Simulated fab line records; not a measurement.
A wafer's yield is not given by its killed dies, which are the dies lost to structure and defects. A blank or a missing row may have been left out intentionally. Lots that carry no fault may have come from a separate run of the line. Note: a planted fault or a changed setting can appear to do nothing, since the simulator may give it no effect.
Which tool did it? | flow sfq line | Sampling: 15 lots, 45 wafers, 4 of 325 route steps

WHAT THE GAUGES SHOWED, per wafer
The record lacks any reading of a measuring or inspecting step that a usual standard deviation could be used to judge.

WHAT TOOL EACH LOT RAN ON (gives the tool, then ch and the chambers of the sampled wafers, and finally the start)
lot  | SFQ_TRILAYER_I1_DEP_PECVD_045   | SFQ_TRILAYER_I1_METRO_MEASURE_047 | SFQ_TRILAYER_I1_VIA_ETCH_VIA_ETCH_052 | SFQ_TRILAYER_M2_LITHO_EXPOSE_058
L967 | pecvd-03 ch 0,2, day 15 07:32   | film metro-04, day 15 10:44       | rie diel-03 ch 0,2,3, day 16 12:41    | krf scanner-01 ch 0, day 17 06:19
L968 | pecvd-04 ch 1,2, day 15 15:10   | film metro-03, day 15 18:39       | rie diel-01 ch 0,1, day 16 18:41      | krf scanner-01 ch 0, day 17 12:19
L969 | pecvd-03 ch 0,2, day 16 00:46   | film metro-04, day 16 04:22       | rie diel-02 ch 0,2,3, day 17 03:05    | krf scanner-01 ch 0, day 17 21:30
L973 | pecvd-01 ch 0,1, day 18 04:53   | film metro-02, day 18 11:59       | rie diel-01 ch 0,1,3, day 19 02:16    | krf scanner-01 ch 0, day 19 17:42
L974 | pecvd-03 ch 0,1,2, day 18 16:54 | film metro-03, day 19 00:18       | rie diel-02 ch 0,2, day 19 14:16      | krf scanner-01, day 20 04:30
L975 | pecvd-03 ch 0,1,2, day 19 08:29 | film metro-02, day 19 12:06       | rie diel-03 ch 0,1,2, day 20 03:28    | krf scanner-01, day 20 18:48
L976 | pecvd-03 ch 1,2, day 19 12:07   | film metro-03, day 19 18:18       | rie diel-02 ch 0,1,3, day 20 10:40    | krf scanner-01, day 21 20:59
L979 | pecvd-04 ch 0,1,2, day 20 01:17 | film metro-02, day 20 06:06       | rie diel-01 ch 0,3, day 21 17:34      | krf scanner-01 ch 0, day 23 02:47
L980 | pecvd-04 ch 1,2, day 20 14:29   | film metro-03, day 20 18:13       | rie diel-02 ch 0,3, day 22 07:58      | krf scanner-01 ch 0, day 23 13:20
L982 | pecvd-04 ch 0,1,2, day 21 14:02 | film metro-04, day 21 17:14       | rie diel-02 ch 0,3, day 23 03:10      | krf scanner-01 ch 0, day 24 13:55
L983 | pecvd-03 ch 1,2, day 21 16:26   | film metro-04, day 21 20:26       | rie diel-01 ch 0,2,3, day 23 06:46    | krf scanner-01 ch 0, day 24 17:43
L984 | pecvd-01 ch 0,1,2, day 22 04:14 | film metro-04, day 22 09:14       | rie diel-01 ch 2,3, day 23 15:55      | krf scanner-01 ch 0, day 25 03:07
L985 | pecvd-03 ch 0,1, day 22 16:14   | film metro-04, day 23 00:55       | rie diel-01 ch 2,3, day 24 10:41      | krf scanner-01 ch 0, day 25 18:43
L987 | pecvd-03 ch 0,2, day 23 06:13   | film metro-02, day 23 10:23       | rie diel-02 ch 0,2,3, day 24 23:53    | krf scanner-01 ch 0, day 26 09:07
L988 | pecvd-01 ch 0,1,2, day 23 15:50 | film metro-02, day 23 19:14       | rie diel-01 ch 1,2,3, day 25 08:17    | krf scanner-01 ch 0, day 26 16:31
- SFQ_TRILAYER_I1_DEP_PECVD_045: deposits SiO2 from SiH4/N2O, time 111.11 s, target thk 500 nm.
- SFQ_TRILAYER_I1_METRO_MEASURE_047
- SFQ_TRILAYER_I1_VIA_ETCH_VIA_ETCH_052: etches SiO2 in CHF3, stops on Nb, target depth 260 nm.
- SFQ_TRILAYER_M2_LITHO_EXPOSE_058: exposes mask M2, target cd 500 nm.

WHAT THE TOOLS THEMSELVES READ (means of the sampled wafers that have a number; where no wafer has one, the mark that the record gives instead)
SFQ_TRILAYER_I1_DEP_PECVD_045.
lot  | tool     | chamber pressure Torr (Torr) | heater power outer w (W) | heater power w (W) | showerhead vpp V (V) | throttle valve pct (%)
L967 | pecvd-03 | 2.401                        | 29                       | 80                 | 837                  | 23.1
L968 | pecvd-04 | 2.393                        | 34                       | 94                 | 803                  | 25.7
L969 | pecvd-03 | 2.403                        | 34                       | 87                 | 830                  | 23.1
L973 | pecvd-01 | 2.398                        | 34                       | 97                 | 846                  | 23.1
L974 | pecvd-03 | -                            | -                        | -                  | -                    | -
L975 | pecvd-03 | -                            | -                        | -                  | -                    | -
L976 | pecvd-03 | -                            | -                        | -                  | -                    | -
L979 | pecvd-04 | 2.400                        | 37                       | 98                 | 838                  | 26.4
L980 | pecvd-04 | 2.403                        | 38                       | 101                | 810                  | 26.1
L982 | pecvd-04 | 2.396                        | 39                       | 99                 | 842                  | 26.3
L983 | pecvd-03 | 2.399                        | 40                       | 100                | 829                  | 24.3
L984 | pecvd-01 | 2.399                        | 29                       | 87                 | 830                  | 23.2
L985 | pecvd-03 | 2.403                        | 24                       | 71                 | 809                  | 22.6
L987 | pecvd-03 | 2.398                        | 45                       | 105                | 846                  | 24.5
L988 | pecvd-01 | 2.402                        | 32                       | 89                 | 830                  | 23.3

SFQ_TRILAYER_I1_VIA_ETCH_VIA_ETCH_052.
lot  | tool        | bias w (W) | drypump motor current A (A) | oes product au (a.u.)
L967 | rie diel-03 | 80.00      | 5.3                         | 0.857
L968 | rie diel-01 | 80.05      | 5.6                         | 0.855
L969 | rie diel-02 | 79.87      | 5.9                         | 0.856
L973 | rie diel-01 | 80.04      | 5.5                         | 0.852
L974 | rie diel-02 | 80.15      | 6.0                         | 0.378
L975 | rie diel-03 | 80.14      | 5.4                         | 0.374
L976 | rie diel-02 | 79.77      | 6.0                         | 0.374
L979 | rie diel-01 | 79.97      | 5.9                         | 0.855
L980 | rie diel-02 | 80.00      | 5.9                         | 0.852
L982 | rie diel-02 | 79.84      | 5.9                         | 0.850
L983 | rie diel-01 | 79.97      | 5.9                         | 0.857
L984 | rie diel-01 | 80.04      | 5.8                         | 0.849
L985 | rie diel-01 | 80.05      | 5.8                         | 0.852
L987 | rie diel-02 | 79.99      | 5.9                         | 0.853
L988 | rie diel-01 | 80.12      | 5.5                         | 0.857

SFQ_TRILAYER_M2_LITHO_EXPOSE_058.
lot  | tool           | exposure dose mJ cm2 | focus offset nm (nm)
L967 | krf scanner-01 | 14.396               | 0.2
L968 | krf scanner-01 | 14.398               | -0.3
L969 | krf scanner-01 | 14.378               | -0.0
L973 | krf scanner-01 | 14.398               | -0.0
L974 | krf scanner-01 | -                    | -
L975 | krf scanner-01 | -                    | -
L976 | krf scanner-01 | -                    | -
L979 | krf scanner-01 | 14.402               | -0.0
L980 | krf scanner-01 | 14.380               | -0.1
L982 | krf scanner-01 | 14.392               | 0.4
L983 | krf scanner-01 | 14.394               | -0.4
L984 | krf scanner-01 | 14.393               | -0.2
L985 | krf scanner-01 | 14.403               | 0.4
L987 | krf scanner-01 | 14.395               | -0.4
L988 | krf scanner-01 | 14.395               | -0.5

THE ANSWER, worked out from the rows above alone
Rule: usual is defined by the lots themselves. Put in order of their means at a reading, lots are off if they are a third of the lots or fewer, leave a main group of 4 or more, and stand apart from it by a gap of 3 or more times the standard deviation of the main group's means; of several such gaps the widest counts. Not used: any main group whose means are identical at the precision the tables above print for the reading. A lot without any number at a reading at which 4 lots or more have one is off too. All remaining lots with rows at the step are treated as sound. After the gauges, taken in route order, come the tools' own readings; for these a lot's mean is taken, as printed above. The first step at which some lot is off is used, and at that step the reading that is off furthest; a lot without a number counts as furthest.
Off: L974, L975, L976 (SFQ_TRILAYER_I1_DEP_PECVD_045, chamber pressure Torr). Without a number there: L974, L975, L976. For the main group the mean is 2.400 Torr and the standard deviation 0.003.
If a tool, at that step or one of the process steps before it, ran each lot that is off and ran no sound lot following the first of them, it fits. Of those tried, none fits.

WHAT THE SIMULATOR HAD INSERTED
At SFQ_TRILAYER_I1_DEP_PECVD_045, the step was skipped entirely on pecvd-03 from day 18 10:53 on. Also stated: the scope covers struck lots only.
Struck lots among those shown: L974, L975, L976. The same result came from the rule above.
